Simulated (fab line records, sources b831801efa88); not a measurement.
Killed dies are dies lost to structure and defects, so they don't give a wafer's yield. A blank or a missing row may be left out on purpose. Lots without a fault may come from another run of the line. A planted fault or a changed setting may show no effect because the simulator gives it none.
One fault seen from 2 desks | flow gf180mcu | each desk has only its own numbers; what lay behind them comes last

THE TOOL OWNER'S DESK: rtp_anneal-02
The tool's own readings at GF_PSD_RTA_13 (time 20 s): means of the sampled wafers that have a number, for each lot that ran on this tool. A lot is out of limits, marked OUT, if its mean lies more than 4 standard deviations from the usual mean; the brackets give that distance.
Columns: A = lamp_power_pct at GF_PSD_RTA_13, usual 40 %; B = run_length_s at GF_PSD_RTA_13, usual 49.02 s; C = wafer_temp_C_max at GF_PSD_RTA_13, usual 1029.6
lot  | first seen here | A  | B                       | C
L144 | day 13 23:13    | 43 | 49.18                   | 1029.4
L147 | day 14 22:04    | 43 | 49.21                   | 1030.1
L148 | day 15 07:56    | 43 | 49.11                   | 1031.2
L149 | day 15 17:25    | 43 | 61.29 (+53) OUT         | 1030.0
L150 | day 16 16:03    | 43 | 61.59 (+55) OUT         | 1029.6
L151 | day 16 18:38    | 43 | 85.85 (+99 or more) OUT | 1029.8
L160 | day 19 21:37    | 43 | 49.28                   | 1030.2
L162 | day 20 13:07    | 43 | 49.01                   | 1029.5
L163 | day 20 17:44    | 43 | 49.17                   | 1029.7
L164 | day 21 10:58    | 43 | 49.26                   | 1029.8
L166 | day 22 03:05    | 43 | 49.01                   | 1029.1
This desk's finding: out of limits on L149, L150, L151; first on L149, day 15 17:25 (run_length_s at GF_PSD_RTA_13). In limits: L144, L147, L148, L160, L162, L163, L164, L166.

THE METROLOGY DESK
What the gauges read, lot by lot, whatever tool the lot ran on: means of the sampled wafers that have a number. A lot is out of limits, marked OUT, if its mean lies more than 4 standard deviations from the usual mean; the brackets give that distance.
Columns: A = STI_OXIDATION_THK at GF_STI_THK_MEAS_02, usual 9.97 nm; B = DUAL_GATE_OVL at GF_DUAL_GATE_OVL_MEAS_11, usual 0.2 nm; C = NSD_RS at GF_PSD_RS_MEAS_14, usual 46.15 ohm/sq; D = PSD_RS at GF_PSD_RS_MEAS_15, usual 108.6 ohm/sq; E = V1_CVD_02_THK at GF_V1_THK_MEAS_03, usual 852 nm
lot  | first seen here | A     | B    | C               | D                | E
L144 | day 1 12:31     | 9.82  | 1.3  | 46.10           | 108.2            | 851
L145 | day 1 19:05     | 9.81  | 0.8  | 46.11           | 108.6            | 851
L147 | day 2 02:31     | 10.01 | 1.0  | 46.03           | 108.3            | 837
L148 | day 2 09:08     | 9.76  | -0.5 | 46.09           | 108.6            | 855
L149 | day 2 12:31     | 9.92  | 0.8  | 44.17 (-18) OUT | 104.6 (-12) OUT  | 846
L150 | day 2 19:26     | 9.92  | 0.1  | 44.37 (-16) OUT | 105.7 (-8.5) OUT | 869
L151 | day 2 22:32     | 9.97  | 1.0  | 40.24 (-54) OUT | 98.1 (-31) OUT   | 855
L159 | day 4 14:31     | 9.68  | -2.4 | 46.17           | 108.9            | 847
L160 | day 4 19:53     | 9.99  | -1.3 | 46.29           | 108.7            | 850
L162 | day 5 06:32     | 10.16 | -0.1 | 46.24           | 108.8            | 847
L163 | day 5 10:32     | 10.07 | 0.6  | 46.00           | 108.4            | 851
L164 | day 5 16:52     | 10.06 | 0.0  | 46.05           | 108.6            | 858
L166 | day 6 01:31     | 10.22 | 1.9  | 46.13           | 108.5            | 845
L167 | day 6 06:32     | 9.75  | -1.7 | 46.15           | 108.9            | 847
This desk's finding: out of limits on L149, L150, L151; first on L149, day 15 17:31 (NSD_RS at GF_PSD_RS_MEAS_14). In limits: L144, L145, L147, L148, L159, L160, L162, L163, L164, L166, L167.

PUT TOGETHER
The tool owner's desk could have raised an alarm at day 15 17:25, on L149, L150, L151.
The metrology desk could have raised an alarm at day 15 17:31, on L149, L150, L151.
Of the lots named, all ran GF_PSD_RTA_13 on rtp_anneal-02.

WHAT THE SIMULATOR HAD PUT IN
Process parameter drift: rtp_anneal-02, from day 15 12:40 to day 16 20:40, at GF_PSD_RTA_13. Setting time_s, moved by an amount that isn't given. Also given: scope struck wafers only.
Lots struck among those shown: L149, L150, L151.
Hours from the fault's start to each desk's first reading out of limits: the tool owner's desk, 5; the metrology desk, 5.
